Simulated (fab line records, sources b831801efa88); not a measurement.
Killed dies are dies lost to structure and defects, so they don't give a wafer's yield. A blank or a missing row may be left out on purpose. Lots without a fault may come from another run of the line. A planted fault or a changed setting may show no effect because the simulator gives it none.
fab line records | flow sfq_line
record lots=5 wafers=23
route steps=325 shown L0V@20 M0@32 I0@47 M1@69 M2@93 M3@119
start_h: hours from the record's first day to the start of the lot's first wafer shown | wait_h: hours since the lot's step before | " the same as in the row above | L1.1+2: a row that stands for several wafers | - no value, or no start given | * or withheld: withheld | < > ~ a bound
route shown NAME@n: a module of which the file shows steps, and the number in the route of the first | usual: mean/standard deviation of fault-free wafers | same: alike in all rows | chamber/n: place in a boat | sites: the reading at each site | _std_site: their standard deviation | _edge_site: outer sites' mean less inner sites' | radius_mm: how far each site lies from the wafer's centre | mask NAME#n: copy n | behind: the tool/chamber that last shaped the wafer | hold: why the lot was held/for how many hours/how that ended | device: the transistor (n, p or np) that didn't switch | end of line: the same wafers' tests at the end of the route | a step without rows: its recipe alone | killed: dies lost to structure and defects at the first sort, not the wafer's yield | map: a wafer's dies, x killed, . not, _ none there
set.NAME: the setting as run; set.NAME@STEP: as run at that earlier step | model.NAME: the simulator's own value behind a step, which no gauge read
lots whose settings were changed on purpose; a table a step, a row a wafer
## steps
# step SFQ_TRILAYER_L0_VIA_LITHO_EXPOSE_014
# recipe mask_id=L0V na=0.6 source_shape=conventional sigma_outer=0.65 target_cd_nm=700 dose_mj=21.3
# columns lot.wafer tool chamber start_h wait_h mask set.dose_mj
L074.1+3+6 krf_scanner-02 0 146.11 - L0V#0 21.3
L075.2+3+4+5+6 krf_scanner-02 0 151.11 - L0V#0 21.3
L079.1+4+5 krf_scanner-01 0 184.88 - L0V#0 21.3
L079.3+6 " 0 " " L0V#0 20.18
L083.1+2 krf_scanner-02 0 213.33 - L0V#0 21.3
L083.3+4+6 " 0 " " L0V#0 22.01
L084.1+4 krf_scanner-01 0 223.31 - L0V#0 20.01
L084.2+3+5 " 0 " " L0V#0 21.3
# step SFQ_TRILAYER_L0_VIA_LITHO_PEB_016
# recipe peb_temp_c=115 peb_time_s=60 resist=KrF
# columns lot.wafer tool chamber start_h wait_h set.peb_time_s
L074.1+3+6 litho_track-02 0 147.31 1.0 60
L075.2+4 litho_track-03 0 152.13 0.8 60
L075.3+5+6 " 0 " " 68.24
L079.1+5 litho_track-04 0 186.08 1.0 51.13
L079.3+4+6 " 0 " " 60
L083.1+2+3+4+6 litho_track-03 0 214.53 1.0 60
L084.1+2+3+4+5 litho_track-04 0 224.51 1.0 60
# step SFQ_TRILAYER_L0_VIA_LITHO_DEVELOP_015
# recipe time_s=60 resist=KrF
# step SFQ_TRILAYER_L0_VIA_BARC_OPEN_VIA_ETCH_021
# recipe mask_material=PR chemistry=O2 target_depth_nm=125 target=BARC source_w=500 bias_w=80 pressure_mtorr=30 time_s=41.7
# columns lot.wafer tool chamber start_h wait_h set.dose_mj@TRILAYER_L0_VIA_LITHO_EXPOSE_014 set.peb_time_s@TRILAYER_L0_VIA_LITHO_PEB_016 model.L0V.cd_nm
L074.1 rie_diel-01 2 147.64 0.0 21.3 60 697.7
L074.3 " 1 " " 21.3 60 698.2
L074.6 " 2 " " 21.3 60 698.8
L075.2 rie_diel-01 1 152.44 0.0 21.3 60 698
L075.3 " 3 " " 21.3 68.24 715.3
L075.4 " 2 " " 21.3 60 697.2
L075.5 " 2 " " 21.3 68.24 713.4
L075.6 " 3 " " 21.3 68.24 715.5
L079.1 rie_diel-02 0 186.42 0.0 21.3 51.13 678.6
L079.3 " 1 " " 20.18 60 692.1
L079.4 " 2 " " 21.3 60 701.2
L079.5 " 2 " " 21.3 51.13 676.2
L079.6 " 3 " " 20.18 60 693.3
L083.1 rie_diel-02 1 214.86 0.0 21.3 60 700.1
L083.2 " 3 " " 21.3 60 700
L083.3 " 2 " " 22.01 60 704.8
L083.4 " 2 " " 22.01 60 706
L083.6 " 1 " " 22.01 60 706.4
L084.1 rie_diel-01 2 224.85 0.0 20.01 60 687.6
L084.2 " 1 " " 21.3 60 699.7
L084.3 " 0 " " 21.3 60 698.1
L084.4 " 3 " " 20.01 60 688.6
L084.5 " 0 " " 21.3 60 699.9
# step SFQ_TRILAYER_L0_VIA_ETCH_VIA_ETCH_016
# recipe target=SiO2 stop_on=MoNx_KI mask_material=PR chemistry=CHF3 target_depth_nm=80 source_w=500 bias_w=80 pressure_mtorr=30 time_s=withheld
# columns lot.wafer tool chamber start_h wait_h set.dose_mj@TRILAYER_L0_VIA_LITHO_EXPOSE_014 set.peb_time_s@TRILAYER_L0_VIA_LITHO_PEB_016 model.L0V.cd_nm
L074.1 rie_diel-01 2 147.68 0.0 21.3 * 697.9
L074.3 " 1 " " 21.3 * 698.7
L074.6 " 2 " " 21.3 * 699.3
L075.2 rie_diel-01 1 152.48 0.0 21.3 * 698
L075.3 " 3 " " 21.3 * 715.6
L075.4 " 2 " " 21.3 * 697.2
L075.5 " 2 " " 21.3 * 713.5
L075.6 " 3 " " 21.3 * 715.8
L079.1 rie_diel-02 0 186.46 0.0 21.3 * 679.3
L079.3 " 1 " " 20.18 * 692.1
L079.4 " 2 " " 21.3 * 700.9
L079.5 " 2 " " 21.3 * 676
L079.6 " 3 " " 20.18 * 692.4
L083.1 rie_diel-02 1 214.90 0.0 21.3 * 699.5
L083.2 " 3 " " 21.3 * 698.5
L083.3 " 2 " " 22.01 * 704.3
L083.4 " 2 " " 22.01 * 705.2
L083.6 " 1 " " 22.01 * 705.6
L084.1 rie_diel-01 2 224.89 0.0 20.01 * 688.4
L084.2 " 1 " " 21.3 * 699.4
L084.3 " 0 " " 21.3 * 698.8
L084.4 " 3 " " 20.01 * 689.4
L084.5 " 0 " " 21.3 * 701
# step SFQ_TRILAYER_M0_LITHO_COAT_026
# recipe resist=BARC spin_rpm=3000 resist_thk_nm=62
# columns lot.wafer tool chamber start_h wait_h set.spin_rpm model.BARC_of_TRILAYER_M0_LITHO_COAT_026.thk_nm
L074.1 litho_track-02 0 148.95 0.2 3000 62.31
L074.3 " 0 " " 3000 62.07
L074.6 " 0 " " 3000 62.14
L075.2 litho_track-02 0 153.65 0.1 3000 61.86
L075.3 " 0 " " 3000 62.09
L075.4+6 " 0 " " 3000 61.95
L075.5 " 0 " " 3000 62.05
L079.1+3 litho_track-01 0 187.57 0.1 3135 60.51
L079.4 " 0 " " 3000 61.78
L079.5 " 0 " " 3000 61.82
L079.6 " 0 " " 3000 61.9
L083.1+4 litho_track-03 0 216.02 0.1 3106 61.07
L083.2 " 0 " " 3000 62.21
L083.3 " 0 " " 3000 62.17
L083.6 " 0 " " 3106 61.05
L084.1 litho_track-03 0 226.01 0.1 3000 62.24
L084.2 " 0 " " 3000 62.1
L084.3 " 0 " " 3000 62.05
L084.4 " 0 " " 3000 62.03
L084.5 " 0 " " 3000 62.41
# step SFQ_TRILAYER_M0_BARC_OPEN_METAL_ETCH_031
# recipe mask_material=PR chemistry=O2 target_depth_nm=125 target=BARC icp_w=600 bias_w=80 pressure_mtorr=10 time_s=41.7
# columns lot.wafer tool chamber start_h wait_h set.time_s model.KrF_of_TRILAYER_M0_LITHO_COAT_021.thk_nm
L074.1 rie_metal-04 0 233.25 0.0 41.7 516.9
L074.3 " 1 " " 41.7 514.6
L074.6 " 0 " " 41.7 516.7
L075.2 rie_metal-04 1 239.27 0.0 41.7 515.4
L075.3 " 1 " " 45.41 510.7
L075.4 " 1 " " 45.41 509.5
L075.5 " 1 " " 45.41 513
L075.6 " 1 " " 41.7 516.4
L079.1 rie_metal-04 0 284.65 0.0 41.7 520.1
L079.3 " 0 " " 47.41 514.2
L079.4 " 1 " " 41.7 518.7
L079.5 " 1 " " 47.41 510.7
L079.6 " 0 " " 47.41 513.7
L083.1 rie_metal-01 1 326.56 0.0 39.67 521.2
L083.2 " 0 " " 41.7 517.5
L083.3 " 1 " " 39.67 519
L083.4 " 0 " " 41.7 517.3
L083.6 " 1 " " 41.7 516.4
L084.1 rie_metal-01 0 342.16 0.0 40.11 519.3
L084.2 " 1 " " 41.7 516
L084.3 " 0 " " 40.11 520.8
L084.4 " 1 " " 40.11 521.9
L084.5 " 0 " " 41.7 518
# step SFQ_TRILAYER_I0_VIA_LITHO_COAT_036
# recipe resist=BARC spin_rpm=3000 resist_thk_nm=62
# columns lot.wafer tool chamber start_h wait_h set.spin_rpm model.BARC_of_TRILAYER_I0_VIA_LITHO_COAT_036.thk_nm
L074.1 litho_track-04 0 240.41 1.0 3000 61.82
L074.3 " 0 " " 3000 61.79
L074.6 " 0 " " 3000 61.9
L075.2 litho_track-01 0 249.46 0.8 3000 62.19
L075.3 " 0 " " 3000 62.33
L075.4 " 0 " " 2828 63.99
L075.5 " 0 " " 3000 61.98
L075.6 " 0 " " 2828 64
L079.1 litho_track-01 0 290.01 1.0 3134 60.83
L079.3+4 " 0 " " 3000 62.12
L079.5 " 0 " " 3000 62.01
L079.6 " 0 " " 3134 60.63
L083.1 litho_track-01 0 331.92 1.0 3000 62.05
L083.2 " 0 " " 3000 62.08
L083.3 " 0 " " 3000 61.97
L083.4 " 0 " " 2843 63.74
L083.6 " 0 " " 2843 63.76
L084.1+2 litho_track-02 0 347.52 1.0 3000 61.85
L084.3 " 0 " " 3000 61.82
L084.4 " 0 " " 3000 61.89
L084.5 " 0 " " 3000 62.04
# step SFQ_TRILAYER_I0_VIA_LITHO_COAT_031
# recipe resist=KrF spin_rpm=3000 resist_thk_nm=650
# step SFQ_TRILAYER_I0_VIA_LITHO_SOFTBAKE_035
# recipe temp_c=withheld time_s=withheld resist=KrF
# step SFQ_TRILAYER_I0_VIA_LITHO_DEVELOP_033
# recipe time_s=60 resist=KrF
# step SFQ_TRILAYER_I0_VIA_BARC_OPEN_VIA_ETCH_046
# recipe mask_material=PR chemistry=O2 target_depth_nm=125 target=BARC source_w=500 bias_w=80 pressure_mtorr=30 time_s=41.7
# columns lot.wafer tool chamber start_h wait_h set.spin_rpm@TRILAYER_I0_VIA_LITHO_COAT_036 model.etch.depth_nm
L074.1 rie_diel-01 0 326.65 0.0 3000 61.82
L074.3 " 2 " " 3000 61.79
L074.6 " 0 " " 3000 61.9
L075.2 rie_diel-02 3 327.85 0.0 3000 62.19
L075.3+5 " 0,2 " " 3000 -
L075.4 " 1 " " 2828 -
L075.6 " 3 " " 2828 64
L079.1+6 rie_diel-01 2,3 332.86 0.0 3134 -
L079.3 " 3 " " 3000 62.12
L079.4+5 " 1,0 " " 3000 -
L083.1 rie_diel-04 1 337.45 0.0 3000 62.05
L083.2+3 " 0,2 " " 3000 -
L083.4 " 3 " " 2843 -
L083.6 " 0 " " 2843 63.76
L084.1+3+4 rie_diel-04 2,1,0 349.81 0.0 3000 -
L084.2 " 3 " " 3000 61.85
L084.5 " 0 " " 3000 62.04
# step SFQ_TRILAYER_M1_BARC_OPEN_METAL_ETCH_054
# recipe mask_material=PR chemistry=O2 target_depth_nm=125 target=BARC icp_w=600 bias_w=80 pressure_mtorr=10 time_s=41.7
# columns lot.wafer tool chamber start_h wait_h set.time_s model.KrF_of_TRILAYER_M1_LITHO_COAT_039.thk_nm
L074.1 rie_metal-02 1 456.19 0.0 41.7 522.3
L074.3 " 1 " " 41.7 519.4
L074.6 " 0 " " 41.7 521.4
L075.2 rie_metal-03 0 457.39 0.0 36.54 532.6
L075.3 " 1 " " 36.54 531.5
L075.4 " 0 " " 41.7 527.8
L075.5 " 0 " " 41.7 526
L075.6 " 1 " " 41.7 525.6
L079.1 rie_metal-01 0 469.39 0.0 46.71 516
L079.3 " 1 " " 41.7 524.2
L079.4 " 0 " " 41.7 521.9
L079.5 " 0 " " 46.71 517.2
L079.6 " 1 " " 46.71 516.6
L083.1 rie_metal-02 1 478.99 0.0 41.7 522.5
L083.2+6 " 0,1 " " 41.7 520.9
L083.3 " 1 " " 41.7 519.8
L083.4 " 0 " " 41.7 522.9
L084.1 rie_metal-03 1 488.59 0.0 44.47 522
L084.2 " 1 " " 41.7 524.2
L084.3 " 1 " " 44.47 520.7
L084.4 " 1 " " 41.7 524
L084.5 " 1 " " 41.7 524.5
# step SFQ_TRILAYER_M2_LITHO_COAT_057
# recipe resist=KrF spin_rpm=3000 resist_thk_nm=600
# columns lot.wafer tool chamber start_h wait_h set.resist_thk_nm model.KrF_of_TRILAYER_M2_LITHO_COAT_057.thk_nm
L074.1 litho_track-02 0 468.96 0.2 600 599.7
L074.3 " 0 " " 600 598.8
L074.6 " 0 " " 600 598.3
L075.2 litho_track-03 0 469.61 0.2 577.7 578.7
L075.3 " 0 " " 577.7 576
L075.4 " 0 " " 600 600.4
L075.5 " 0 " " 577.7 577.4
L075.6 " 0 " " 600 600.6
L079.1 litho_track-03 0 479.21 0.2 600 599.9
L079.3 " 0 " " 600 599.8
L079.4 " 0 " " 618.3 620.1
L079.5 " 0 " " 618.3 619.2
L079.6 " 0 " " 600 598.4
L083.1 litho_track-01 0 488.85 0.2 600 601.4
L083.2 " 0 " " 634.1 634.4
L083.3 " 0 " " 600 601.8
L083.4 " 0 " " 600 603.8
L083.6 " 0 " " 634.1 635.3
L084.1 litho_track-01 0 501.77 0.2 586 584.9
L084.2 " 0 " " 586 586.4
L084.3 " 0 " " 600 600.7
L084.4 " 0 " " 600 601.9
L084.5 " 0 " " 600 600.6
# step SFQ_TRILAYER_M2_LITHO_SOFTBAKE_061
# recipe temp_c=withheld time_s=withheld resist=KrF
# step SFQ_TRILAYER_M2_LITHO_EXPOSE_058
# recipe mask_id=M2 na=0.6 source_shape=conventional sigma_outer=0.65 target_cd_nm=500 dose_mj=14.4
# step SFQ_TRILAYER_M2_LITHO_DEVELOP_059
# recipe time_s=60 resist=KrF
# step SFQ_TRILAYER_M2_BARC_OPEN_METAL_ETCH_077
# recipe mask_material=PR chemistry=O2 target_depth_nm=125 target=BARC icp_w=600 bias_w=80 pressure_mtorr=10 time_s=41.7
# columns lot.wafer tool chamber start_h wait_h set.resist_thk_nm@TRILAYER_M2_LITHO_COAT_057 model.KrF_of_TRILAYER_M2_LITHO_COAT_057.thk_nm
L074.1 rie_metal-01 1 614.01 0.0 600 523.3
L074.3 " 1 " " 600 522.2
L074.6 " 0 " " 600 520.3
L075.2 rie_metal-02 0 615.21 0.0 577.7 502.5
L075.3+5 " 0,1 " " 577.7 499.8
L075.4 " 1 " " 600 522.9
L075.6 " 0 " " 600 524.5
L079.1 rie_metal-04 0 624.81 0.0 600 523.7
L079.3 " 0 " " 600 523.6
L079.4 " 1 " " 618.3 541
L079.5 " 0 " " 618.3 542.9
L079.6 " 1 " " 600 519.8
L083.1 rie_metal-02 0 636.81 0.0 600 524.6
L083.2 " 1 " " 634.1 555.9
L083.3 " 0 " " 600 525.2
L083.4 " 1 " " 600 525.9
L083.6 " 1 " " 634.1 556.8
L084.1 rie_metal-01 0 647.61 0.0 586 507.1
L084.2 " 1 " " 586 510.2
L084.3 " 0 " " 600 523.2
L084.4 " 1 " " 600 526.1
L084.5 " 1 " " 600 524.6
# step SFQ_TRILAYER_M2_ETCH_METAL_ETCH_060
# recipe target=Nb stop_on=SiO2 mask_material=PR chemistry=Cl2/Ar target_depth_nm=240 icp_w=600 bias_w=80 pressure_mtorr=10 time_s=120
# usual oes_product_au=0.894/0.009
# columns lot.wafer tool chamber start_h wait_h set.time_s set.resist_thk_nm@TRILAYER_M2_LITHO_COAT_057 oes_product_au model.KrF_of_TRILAYER_M2_LITHO_COAT_057.thk_nm
L074.1 rie_metal-01 1 614.07 0.0 120 600 0.897 385.3
L074.3 " 1 " " 120 600 0.891 384.7
L074.6 " 0 " " 120 600 0.883 377.8
L075.2 rie_metal-02 0 615.27 0.0 110.1 577.7 0.927 374.6
L075.3 " 0 " " 120 577.7 0.906 360.8
L075.4 " 1 " " 110.1 600 0.940 392.6
L075.5 " 1 " " 120 577.7 0.890 356.1
L075.6 " 0 " " 110.1 600 0.936 396.7
L079.1 rie_metal-04 0 624.87 0.0 107.6 600 0.933 400.7
L079.3 " 0 " " 107.6 600 0.953 399.3
L079.4 " 1 " " 107.6 618.3 0.939 411.1
L079.5 " 0 " " 120 618.3 0.899 405.4
L079.6 " 1 " " 120 600 0.907 373.9
L083.1 rie_metal-02 0 636.87 0.0 120 600 0.904 384.5
L083.2 " 1 " " 120 634.1 0.893 411.5
L083.3 " 0 " " 120 600 0.899 385.5
L083.4 " 1 " " 120 600 0.919 381.6
L083.6 " 1 " " 120 634.1 0.898 411.7
L084.1 rie_metal-01 1 647.67 0.0 120 586 0.885 369
L084.2 " 0 " " 120 586 0.885 367
L084.3 " 1 " " 120 600 0.877 385.7
L084.4 " 0 " " 120 600 0.884 382.5
L084.5 " 1 " " 120 600 0.887 387.3
# step SFQ_TRILAYER_M3_DEP_SPUTTER_073
# recipe material=Nb base_pressure_pa=1.33e-06 chamber_pressure_pa=0.1333 substrate_temp_c=20 resputter_cathode_voltage_v=400 target_thk_nm=200 power_w=2000 time_s=133.3
# columns lot.wafer tool chamber start_h wait_h set.time_s model.Nb_of_TRILAYER_M3_DEP_SPUTTER_073.thk_nm
L074.1 pvd_sputter-03 - 768.70 0.0 133.3 205.9
L074.3 " - " " 133.3 204.3
L074.6 " - " " 133.3 206.5
L075.2 pvd_sputter-04 - 769.97 0.0 133.3 204.7
L075.3 " - " " 133.3 202.7
L075.4 " - " " 119.7 184.4
L075.5 " - " " 119.7 183.6
L075.6 " - " " 133.3 204.4
L079.1 pvd_sputter-03 - 783.33 0.0 133.3 202
L079.3 " - " " 133.3 203.3
L079.4 " - " " 141.3 213
L079.5 " - " " 141.3 220.1
L079.6 " - " " 141.3 214.5
L083.1 pvd_sputter-03 - 794.13 0.0 133.3 201.7
L083.2 " - " " 115.5 172.8
L083.3 " - " " 115.5 177.9
L083.4 " - " " 115.5 172.1
L083.6 " - " " 133.3 197.5
L084.1 pvd_sputter-03 - 806.13 0.0 133.3 201.9
L084.2 " - " " 133.3 198
L084.3 " - " " 133.3 199.7
L084.4 " - " " 127 194
L084.5 " - " " 127 189.3
# step SFQ_M3_RS_MEAS_919
# recipe thk_meas_gauge=four-point-probe reads=Nb_of_TRILAYER_M3_DEP_SPUTTER_073
# usual M3_NB_RS=0.888/0.013
# columns lot.wafer tool chamber start_h wait_h set.time_s@TRILAYER_M3_DEP_SPUTTER_073 M3_NB_RS[ohm/sq]
L074.1 film_metro-01 - 768.79 0.0 133.3 0.867
L074.3 " - " " 133.3 0.872
L074.6 " - " " 133.3 0.864
L075.2 film_metro-04 - 770.08 0.1 133.3 0.870
L075.3 " - " " 133.3 0.876
L075.4 " - " " 119.7 0.967
L075.5 " - " " 119.7 0.972
L075.6 " - " " 133.3 0.869
L079.1 film_metro-02 - 783.42 0.0 133.3 0.880
L079.3 " - " " 133.3 0.876
L079.4 " - " " 141.3 0.835
L079.5 " - " " 141.3 0.808
L079.6 " - " " 141.3 0.828
L083.1 film_metro-01 - 794.22 0.0 133.3 0.884
L083.2 " - " " 115.5 1.034
L083.3 " - " " 115.5 1.004
L083.4 " - " " 115.5 1.037
L083.6 " - " " 133.3 0.906
L084.1 film_metro-02 - 806.22 0.0 133.3 0.882
L084.2 " - " " 133.3 0.897
L084.3 " - " " 133.3 0.891
L084.4 " - " " 127 0.919
L084.5 " - " " 127 0.941
## key
split step=SFQ_TRILAYER_L0_VIA_LITHO_EXPOSE_014 setting=dose_mj stated=21.3 by=wafer
response step=SFQ_TRILAYER_L0_VIA_BARC_OPEN_VIA_ETCH_021 reading=model.L0V.cd_nm slope=+1.63 per=1% together_with=peb_time_s@TRILAYER_L0_VIA_LITHO_PEB_016 explained=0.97
response step=SFQ_TRILAYER_L0_VIA_ETCH_VIA_ETCH_016 reading=model.L0V.cd_nm slope=+1.64 per=1% together_with=peb_time_s@TRILAYER_L0_VIA_LITHO_PEB_016 explained=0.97
split step=SFQ_TRILAYER_L0_VIA_LITHO_PEB_016 setting=peb_time_s stated=60 by=wafer
response step=SFQ_TRILAYER_L0_VIA_BARC_OPEN_VIA_ETCH_021 reading=model.L0V.cd_nm change=+1.23 per=1% r=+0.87
response step=SFQ_TRILAYER_L0_VIA_ETCH_VIA_ETCH_016 reading=model.L0V.cd_nm slope=+1.43 per=1% together_with=dose_mj@TRILAYER_L0_VIA_LITHO_EXPOSE_014 explained=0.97
split step=SFQ_TRILAYER_M0_LITHO_COAT_026 setting=spin_rpm stated=3000 by=wafer
response step=SFQ_TRILAYER_M0_LITHO_COAT_026 reading=model.BARC_of_TRILAYER_M0_LITHO_COAT_026.thk_nm change=-0.304 per=1% r=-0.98
split step=SFQ_TRILAYER_M0_BARC_OPEN_METAL_ETCH_031 setting=time_s stated=41.7 by=wafer
response step=SFQ_TRILAYER_M0_BARC_OPEN_METAL_ETCH_031 reading=model.KrF_of_TRILAYER_M0_LITHO_COAT_021.thk_nm change=-0.527 per=1% r=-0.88
split step=SFQ_TRILAYER_I0_VIA_LITHO_COAT_036 setting=spin_rpm stated=3000 by=wafer
response step=SFQ_TRILAYER_I0_VIA_LITHO_COAT_036 reading=model.BARC_of_TRILAYER_I0_VIA_LITHO_COAT_036.thk_nm change=-0.318 per=1% r=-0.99
response step=SFQ_TRILAYER_I0_VIA_BARC_OPEN_VIA_ETCH_046 reading=model.etch.depth_nm change=-0.322 per=1% r=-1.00
split step=SFQ_TRILAYER_M1_BARC_OPEN_METAL_ETCH_054 setting=time_s stated=41.7 by=wafer
response step=SFQ_TRILAYER_M1_BARC_OPEN_METAL_ETCH_054 reading=model.KrF_of_TRILAYER_M1_LITHO_COAT_039.thk_nm change=-0.487 per=1% r=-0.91
split step=SFQ_TRILAYER_M2_LITHO_COAT_057 setting=resist_thk_nm stated=600 by=wafer
response step=SFQ_TRILAYER_M2_LITHO_COAT_057 reading=model.KrF_of_TRILAYER_M2_LITHO_COAT_057.thk_nm change=+6.06 per=1% r=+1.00
response step=SFQ_TRILAYER_M2_BARC_OPEN_METAL_ETCH_077 reading=model.KrF_of_TRILAYER_M2_LITHO_COAT_057.thk_nm change=+5.91 per=1% r=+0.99
response step=SFQ_TRILAYER_M2_ETCH_METAL_ETCH_060 reading=model.KrF_of_TRILAYER_M2_LITHO_COAT_057.thk_nm change=+5.98 per=1% r=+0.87
split step=SFQ_TRILAYER_M2_ETCH_METAL_ETCH_060 setting=time_s stated=120 by=wafer
response step=SFQ_TRILAYER_M2_ETCH_METAL_ETCH_060 reading=oes_product_au change=-0.00401 per=1% r=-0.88
split step=SFQ_TRILAYER_M3_DEP_SPUTTER_073 setting=time_s stated=133.3 by=wafer
response step=SFQ_TRILAYER_M3_DEP_SPUTTER_073 reading=model.Nb_of_TRILAYER_M3_DEP_SPUTTER_073.thk_nm change=+1.94 per=1% r=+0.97
response step=SFQ_M3_RS_MEAS_919 reading=M3_NB_RS change=-0.00953 per=1% r=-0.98
